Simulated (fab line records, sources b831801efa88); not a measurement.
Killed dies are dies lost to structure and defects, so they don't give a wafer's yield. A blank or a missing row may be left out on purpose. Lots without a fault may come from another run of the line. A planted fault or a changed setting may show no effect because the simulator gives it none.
Which tool did it? | flow sky130 | 14 lots, 42 wafers sampled, at 4 steps of a route of 708

WHAT THE GAUGES READ, wafer by wafer
SKY_NWELL_RS_MEAS_31: measures by four-point-probe.
lot  | measured     | on            | PWDE_RS (ohm/sq)
L762 | day 5 18:37  | film_metro-03 | 5274 5274 5283
L764 | day 6 02:46  | film_metro-03 | 5288 5267 5285
L763 | day 6 03:07  | film_metro-02 | 5263 5260 5276
L766 | day 6 16:46  | film_metro-03 | 5276 5292 5275
L767 | day 7 00:28  | film_metro-02 | 5246 5252 5255
L768 | day 7 03:25  | film_metro-03 | 5275 5257 5276
L776 | day 9 02:37  | film_metro-02 | 5288 5300 5286
L777 | day 9 07:01  | film_metro-03 | 5287 5301 5272
L779 | day 9 21:25  | film_metro-02 | 5302 5306 5309
L780 | day 10 03:26 | film_metro-03 | 5294 5281 5291
L781 | day 10 19:10 | film_metro-04 | 5276 5289 5287
L782 | day 11 11:10 | film_metro-03 | 5257 5248 5286
L783 | day 11 12:29 | film_metro-02 | 5299 5311 5290
L784 | day 11 15:16 | film_metro-02 | 5284 5292 5285

SKY_VT_ADJUST_NCORE_CD_MEAS_07: target cd 380 nm.
lot  | measured     | on        | cd_nm (nm)
L762 | day 8 23:26  | cd_sem-01 | 376.8 378.9 378.9
L764 | day 9 07:44  | cd_sem-01 | 380.2 379.8 379.3
L763 | day 9 08:22  | cd_sem-02 | 381.9 383.0 383.6
L766 | day 9 23:56  | cd_sem-02 | 376.7 378.7 377.5
L767 | day 10 10:43 | cd_sem-01 | 380.8 381.4 381.3
L768 | day 10 13:14 | cd_sem-02 | 381.4 384.8 384.6
L776 | day 12 19:20 | cd_sem-02 | 381.4 379.9 381.2
L777 | day 13 00:50 | cd_sem-02 | 375.0 376.1 375.7
L779 | day 13 17:08 | cd_sem-01 | 381.2 381.6 380.2
L780 | day 13 22:50 | cd_sem-01 | 375.1 375.5 375.8
L781 | day 14 16:58 | cd_sem-02 | 380.3 379.0 379.5
L782 | day 15 13:04 | cd_sem-02 | 378.1 377.1 378.7
L783 | day 15 14:25 | cd_sem-02 | 374.3 374.0 373.8
L784 | day 15 15:50 | cd_sem-01 | 379.7 381.6 382.3

SKY_SONOS_TUNNEL_CD_MEAS_07: target cd 410 nm.
lot  | measured     | on        | cd_nm (nm)
L762 | day 11 16:38 | cd_sem-02 | 409.1 410.1 410.2
L764 | day 12 03:08 | cd_sem-02 | 407.0 407.8 407.9
L763 | day 12 03:59 | cd_sem-02 | 414.6 415.9 414.4
L766 | day 12 19:59 | cd_sem-01 | 409.0 409.9 411.6
L767 | day 13 06:44 | cd_sem-02 | - - -
L768 | day 13 10:47 | cd_sem-01 | - - -
L776 | day 16 01:26 | cd_sem-02 | 409.3 407.7 408.8
L777 | day 16 05:50 | cd_sem-02 | 407.7 405.2 408.3
L779 | day 17 00:53 | cd_sem-02 | 410.4 410.8 408.4
L780 | day 17 08:28 | cd_sem-02 | 411.1 412.4 412.7
L781 | day 18 06:35 | cd_sem-01 | 411.1 410.2 412.7
L782 | day 19 05:56 | cd_sem-01 | 407.4 406.3 409.6
L783 | day 19 07:12 | cd_sem-01 | 409.2 408.5 410.5
L784 | day 19 08:31 | cd_sem-01 | 411.6 412.0 410.3

WHICH TOOL RAN EACH LOT (tool, then ch and the chambers of the sampled wafers, then the start)
lot  | SKY_SONOS_TUNNEL_EXPOSE_04
L762 | iline_stepper-01 ch 0, day 11 06:37
L764 | iline_stepper-02 ch 0, day 11 16:13
L763 | iline_stepper-01 ch 0, day 11 16:30
L766 | iline_stepper-02 ch 0, day 12 07:56
L767 | iline_stepper-02, day 12 18:25
L768 | iline_stepper-02, day 12 22:41
L776 | iline_stepper-01 ch 0, day 15 11:58
L777 | iline_stepper-02 ch 0, day 15 16:58
L779 | iline_stepper-01 ch 0, day 16 11:31
L780 | iline_stepper-02 ch 0, day 16 17:38
L781 | iline_stepper-02 ch 0, day 17 15:35
L782 | iline_stepper-02 ch 0, day 18 14:59
L783 | iline_stepper-02 ch 0, day 18 16:31
L784 | iline_stepper-02 ch 0, day 18 17:56
- SKY_SONOS_TUNNEL_EXPOSE_04: exposes mask TUNM, target cd 410 nm.

WHAT THE TOOLS THEMSELVES READ (means of the sampled wafers that have a number; where no wafer has one, the mark that the record gives instead)
SKY_SONOS_TUNNEL_EXPOSE_04.
lot  | tool             | exposure_dose_mJ_cm2 | focus_offset_nm (nm)
L762 | iline_stepper-01 | 136.07               | -0.4
L764 | iline_stepper-02 | 136.02               | -0.2
L763 | iline_stepper-01 | 136.07               | -0.6
L766 | iline_stepper-02 | 135.88               | 0.0
L767 | iline_stepper-02 | -                    | -
L768 | iline_stepper-02 | -                    | -
L776 | iline_stepper-01 | 135.98               | 0.4
L777 | iline_stepper-02 | 136.01               | 0.4
L779 | iline_stepper-01 | 136.08               | 0.0
L780 | iline_stepper-02 | 136.01               | 0.3
L781 | iline_stepper-02 | 135.99               | -0.2
L782 | iline_stepper-02 | 136.10               | -0.2
L783 | iline_stepper-02 | 135.96               | -0.6
L784 | iline_stepper-02 | 135.97               | 0.2

THE ANSWER, worked out from the rows above alone
Rule: what is usual is taken from the lots themselves. Put in order of their means at a reading, lots are off if they are a third of the lots or fewer, leave a main group of 4 or more, and stand apart from it by a gap of 3 or more times the standard deviation of the main group's means; of several such gaps the widest counts. A main group whose means are all the same, to the digits that the tables above print for the reading, isn't used. A lot without any number at a reading at which 4 lots or more have one is off too. The other lots that the step has rows for count as sound. The gauges are gone through in route order, then the tools' own readings, and for those a lot's mean is taken as printed above. The first step at which some lot is off is used, and at that step the reading that is off furthest; a lot without a number counts as furthest.
Off: L767, L768, at SKY_SONOS_TUNNEL_CD_MEAS_07 (cd_nm). Without a number there: L767, L768. The main group: mean 410.0 nm, standard deviation 2.1.
A tool fits if, at a process step before that reading, it ran every lot that is off, and no sound lot after the first of them. The gauges at SKY_SONOS_TUNNEL_CD_MEAS_07 aren't tried: what is off there is off at SKY_SONOS_TUNNEL_EXPOSE_04 too, on other tools, and a gauge's error can't cause that. None of those tried fits.

WHAT THE SIMULATOR HAD PUT IN
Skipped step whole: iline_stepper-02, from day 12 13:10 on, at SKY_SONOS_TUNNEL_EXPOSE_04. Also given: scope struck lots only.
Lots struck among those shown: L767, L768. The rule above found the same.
